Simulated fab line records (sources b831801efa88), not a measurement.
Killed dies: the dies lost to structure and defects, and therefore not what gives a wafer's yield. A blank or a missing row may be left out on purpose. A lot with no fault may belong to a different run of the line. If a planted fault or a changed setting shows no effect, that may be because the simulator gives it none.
8D (eight disciplines) problem report, filled in by code ; flow gf180mcu ; the parts of the form that need people (team, actions taken, sign-off) are left out

1. THE ISSUE
At GF_HV_LDD_EXPOSE_16, exposureDoseMJCm2 averages 142.12 over 6 wafers from 2 lots, while fault-free wafers read 139.98, standard deviation 0.14. Measured from the usual mean, that is +15 standard deviations.
The step: exposes mask Pplus LV AREA, target cd 400 nm.
The first sign was on wafer L354.2 at day 16 05:35, on ilineStepper-02. The record has a number at this step for 39 wafers belonging to 13 lots. The rule behind "out" and "out of limits": a value lying over 4 standard deviations away from the usual mean. All remaining wafers that have a number are taken as sound.

2. WHAT IT IS; WHAT IT IS NOT
question;is;is not
which readings at this step;exposureDoseMJCm2;-
which lots;L354, L355;L336, L339, L340, L341, L342, L344, L346, L347, L350, L352, L357
which wafers of those lots;all that have a number;-
read on which tools;ilineStepper-02;ilineStepper-01
when;from day 16 05:35;"up to then (30 sound wafers); but 3 sound wafers of L357 came after"

3. WHAT RULES OUT EACH SUSPECT
Counting: a tool at any process step up to the reading remains a suspect when it ran all the lots that are out and ran no sound lot after the first of those.
- rieSi-01 at GF_POLY_GATE_ETCH_13 (etches poly-Si in HBr/Cl2, stops on SiO2, target depth 198.5 nm, time 69.6 s): ruled out as a lasting fault. After its first lot that is out, L354 (day 14 18:55), sound lots L357 ran on it.
- ilineStepper-02 at GF_HV_LDD_EXPOSE_16 (exposes mask Pplus LV AREA, target cd 400 nm): kept. It processed each lot that is out, first L354 at day 16 05:35, and no sound lot thereafter; up to then, the last sound lot it processed was L350 at day 14 18:31. Its own exposureDoseMJCm2 readings are out on those wafers.
Remaining after the count: ilineStepper-02 at GF_HV_LDD_EXPOSE_16.

4. THE CAUSE (what the simulator had put in)
Drift in process parameters on ilineStepper-02 at GF_HV_LDD_EXPOSE_16, starting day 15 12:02. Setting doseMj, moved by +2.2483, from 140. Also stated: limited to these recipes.
Counting left only this tool.

5. THE CHAIN OF EFFECTS, in route order
Each row: a reading whose mean over the struck wafers that have a number lies more than 3 standard deviations from the usual. Only readings for which the record gives a usual standard deviation are gone through. hours: the time from each lot's start at the first step in this table that gives one to its start at this step, as a median over the lots. sigmas: the change in usual standard deviations.
hours;step;reading;usual;on struck wafers;change;sigmas
0;GF_HV_LDD_EXPOSE_16;exposureDoseMJCm2;139.98;142.12;+2.14;+15
Process steps it contains:
- GF_HV_LDD_EXPOSE_16: exposes mask Pplus LV AREA, target cd 400 nm.

6. WHAT WOULD HAVE CAUGHT IT SOONER
In this record no reading fell out of limits until day 16 05:35, 18 hours after the fault had begun at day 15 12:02.
